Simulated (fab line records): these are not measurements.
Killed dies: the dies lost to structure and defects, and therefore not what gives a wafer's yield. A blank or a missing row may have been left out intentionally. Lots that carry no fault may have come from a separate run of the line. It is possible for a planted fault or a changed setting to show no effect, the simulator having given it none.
Which tool is to blame? | flow sky130 | 15 lots with 45 wafers sampled at 4 steps, on a route of 708 steps

## WHAT THE GAUGES READ, wafer by wafer
SKY_PASSIVATION_THK_MEAS_03. Usual: PASSIVATION_CVD_02_THK typically reads 541 nm, with standard deviation 6.6.
lot  | measured     | on            | PASSIVATION_CVD_02_THK (nm) | flag
L901 | day 44 05:05 | film metro-04 | 540 550 546                 |
L902 | day 44 09:14 | film metro-02 | 547 554 551                 |
L903 | day 44 15:34 | film metro-02 | 539 544 539                 |
L904 | day 45 05:46 | film metro-03 | 548 539 552                 |
L905 | day 45 09:46 | film metro-02 | 539 550 545                 |
L907 | day 45 21:16 | film metro-04 | 531 539 542                 |
L909 | day 46 04:34 | film metro-02 | 534 540 538                 |
L911 | day 46 18:01 | film metro-04 | 543 547 540                 |
L912 | day 47 04:28 | film metro-03 | 540 543 546                 |
L920 | day 48 21:38 | film metro-03 | 534 538 547                 |
L922 | day 49 02:50 | film metro-02 | 542 534 540                 |
L923 | day 49 05:07 | film metro-02 | 526 541 537                 |

## TOOL THAT RAN EACH LOT (tool first, then ch and the chambers of the sampled wafers, then the start)
lot  | SKY_METAL4_METAL_ETCH_18          | SKY_METAL5_EXPOSE_11                | SKY_PASSIVATION_CVD_02
L901 | rie metal-04 ch 0,1, day 42 02:07 | iline stepper-02 ch 0, day 43 16:13 | pecvd-03 ch 1,2, day 44 04:51
L902 | rie metal-02 ch 0,1, day 42 06:46 | iline stepper-02 ch 0, day 43 20:16 | pecvd-03 ch 0,1, day 44 08:59
L903 | rie metal-04 ch 0,1, day 42 13:45 | iline stepper-02 ch 0, day 44 03:53 | pecvd-01 ch 0,2, day 44 15:20
L904 | rie metal-02 ch 0,1, day 43 04:30 | iline stepper-02 ch 0, day 44 17:23 | pecvd-01 ch 1,2, day 45 05:32
L905 | rie metal-02 ch 0,1, day 43 08:39 | iline stepper-01 ch 0, day 44 21:56 | pecvd-01 ch 0,1,2, day 45 09:32
L907 | rie metal-01 ch 0,1, day 43 22:40 | iline stepper-02 ch 0, day 45 10:04 | pecvd-04 ch 0,2, day 45 20:55
L909 | rie metal-04 ch 0,1, day 44 06:13 | iline stepper-01 ch 0, day 45 16:43 | pecvd-01 ch 0,1,2, day 46 04:20
L911 | rie metal-01 ch 0,1, day 44 20:45 | iline stepper-02 ch 0, day 46 06:53 | pecvd-03 ch 1,2, day 46 17:47
L912 | rie metal-04 ch 1, day 45 06:27   | iline stepper-01 ch 0, day 46 16:38 | pecvd-01 ch 1,2, day 47 04:14
L917 | rie metal-02 ch 0,1, day 46 14:13 | iline stepper-02, day 48 00:07      | -
L918 | rie metal-02 ch 0,1, day 46 22:21 | iline stepper-02, day 48 07:07      | -
L919 | rie metal-02 ch 0,1, day 47 01:45 | iline stepper-01, day 48 09:25      | -
L920 | rie metal-04 ch 0,1, day 47 03:55 | iline stepper-01 ch 0, day 48 11:27 | pecvd-01 ch 1,2, day 48 21:25
L922 | rie metal-02 ch 0,1, day 47 08:21 | iline stepper-01 ch 0, day 48 16:21 | pecvd-01 ch 0,1,2, day 49 02:37
L923 | rie metal-02 ch 0,1, day 47 11:28 | iline stepper-01 ch 0, day 48 19:19 | pecvd-03 ch 0,2, day 49 04:53
- SKY_METAL4_METAL_ETCH_18: etches the open film in Cl2/BCl3, stops on SiO2, target depth 845 nm, time 183.1 s.
- SKY_METAL5_EXPOSE_11: exposes mask MM5, target cd 1600 nm.
- SKY_PASSIVATION_CVD_02: deposits Si3N4, target thk 540 nm.

## AS READ BY THE TOOLS THEMSELVES (means over the sampled wafers that have a number; for cases with no such wafer, the mark the record gives instead)
SKY_METAL4_METAL_ETCH_18. Usual: chamber pressure mTorr 9.999 mTorr, standard deviation 0.0092; drypump motor current A 6.0 A, standard deviation 0.35; mfc cl2 sccm 59.99 sccm, standard deviation 0.16; oes product au 0.864 a.u., standard deviation 0.0057; throttle valve pct 22.263 %, standard deviation 0.0098.
lot  | tool         | chamber pressure mTorr (mTorr) | drypump motor current A (A) | mfc cl2 sccm (sccm) | oes product au (a.u.) | throttle valve pct (%) | flag
L901 | rie metal-04 | 9.994                          | 5.9                         | 59.91               | 0.870                 | 22.263                 |
L902 | rie metal-02 | 10.004                         | 6.0                         | 60.09               | 0.864                 | 22.264                 |
L903 | rie metal-04 | 9.995                          | 6.1                         | 60.18               | 0.860                 | 22.262                 |
L904 | rie metal-02 | 10.005                         | 5.8                         | 60.09               | 0.871                 | 22.268                 |
L905 | rie metal-02 | 9.992                          | 5.9                         | 59.88               | 0.870                 | 22.267                 |
L907 | rie metal-01 | 9.996                          | 6.4                         | 60.03               | 0.859                 | 22.265                 |
L909 | rie metal-04 | 10.000                         | 6.1                         | 59.96               | 0.863                 | 22.270                 |
L911 | rie metal-01 | 9.999                          | 6.3                         | 59.65               | 0.866                 | 22.265                 |
L912 | rie metal-04 | 9.998                          | 5.7                         | 59.88               | 0.859                 | 22.255                 |
L917 | rie metal-02 | 9.999                          | 5.8                         | 59.95               | 0.868                 | 22.267                 |
L918 | rie metal-02 | 9.996                          | 5.9                         | 59.92               | 0.862                 | 22.252                 |
L919 | rie metal-02 | 10.003                         | 6.0                         | 60.15               | 0.867                 | 22.260                 |
L920 | rie metal-04 | 9.990                          | 6.1                         | 60.16               | 0.861                 | 22.261                 |
L922 | rie metal-02 | 10.000                         | 5.8                         | 59.96               | 0.855                 | 22.259                 |
L923 | rie metal-02 | 9.992                          | 5.9                         | 59.99               | 0.863                 | 22.266                 |

SKY_METAL5_EXPOSE_11. Usual: exposure dose mJ cm2 190.06, standard deviation 0.18; focus offset nm 0.0 nm, standard deviation 0.54; stage vel mm s 499.99 mm/s, standard deviation 0.23.
lot  | tool             | exposure dose mJ cm2 | focus offset nm (nm) | stage vel mm s (mm/s) | flag
L901 | iline stepper-02 | 189.97               | 0.2                  | 500.05                |
L902 | iline stepper-02 | 190.42               | 0.3                  | 499.92                |
L903 | iline stepper-02 | 190.11               | 0.0                  | 499.91                |
L904 | iline stepper-02 | 190.23               | -0.3                 | 499.99                |
L905 | iline stepper-01 | 190.06               | 0.1                  | 500.09                |
L907 | iline stepper-02 | 189.86               | 0.8                  | 500.06                |
L909 | iline stepper-01 | 190.26               | 0.2                  | 499.94                |
L911 | iline stepper-02 | 189.94               | -0.3                 | 499.80                |
L912 | iline stepper-01 | 189.87               | -0.6                 | 500.19                |
L917 | iline stepper-02 | -                    | -                    | -                     | OFF
L918 | iline stepper-02 | -                    | -                    | -                     | OFF
L919 | iline stepper-01 | -                    | -                    | -                     | OFF
L920 | iline stepper-01 | 189.95               | -0.1                 | 500.13                |
L922 | iline stepper-01 | 190.17               | -0.2                 | 500.37                |
L923 | iline stepper-01 | 190.24               | -0.5                 | 499.54                |

SKY_PASSIVATION_CVD_02. Usual: heater power w reads 751 W (standard deviation 91).
lot  | tool     | heater power w (W) | flag
L901 | pecvd-03 | 793                |
L902 | pecvd-03 | 792                |
L903 | pecvd-01 | 826                |
L904 | pecvd-01 | 720                |
L905 | pecvd-01 | 779                |
L907 | pecvd-04 | 677                |
L909 | pecvd-01 | 747                |
L911 | pecvd-03 | 827                |
L912 | pecvd-01 | 719                |
L920 | pecvd-01 | 735                |
L922 | pecvd-01 | 768                |
L923 | pecvd-03 | 671                |

## THE ANSWER, worked out from the rows above alone
Rule: lot off if the mean of its wafers having a number is beyond 3 standard deviations from the usual mean. Also off: a lot with no number at a reading for which 4 or more lots have one. All remaining lots with rows at the step are treated as sound. First the gauges in route order, then the tools' own readings, where a lot's mean is used as printed above. The first step at which some lot is off is used, and at that step the reading that is off furthest; a lot without a number counts as furthest.
Off, at SKY_METAL5_EXPOSE_11 on exposure dose mJ cm2: L917, L918, L919. Without a number there: L917, L918, L919.
A tool fits if, at that step or a process step before it, it ran every lot that is off, and no sound lot after the first of them. Not one of the candidates tried fits.

## WHAT THE SIMULATOR HAD PUT IN
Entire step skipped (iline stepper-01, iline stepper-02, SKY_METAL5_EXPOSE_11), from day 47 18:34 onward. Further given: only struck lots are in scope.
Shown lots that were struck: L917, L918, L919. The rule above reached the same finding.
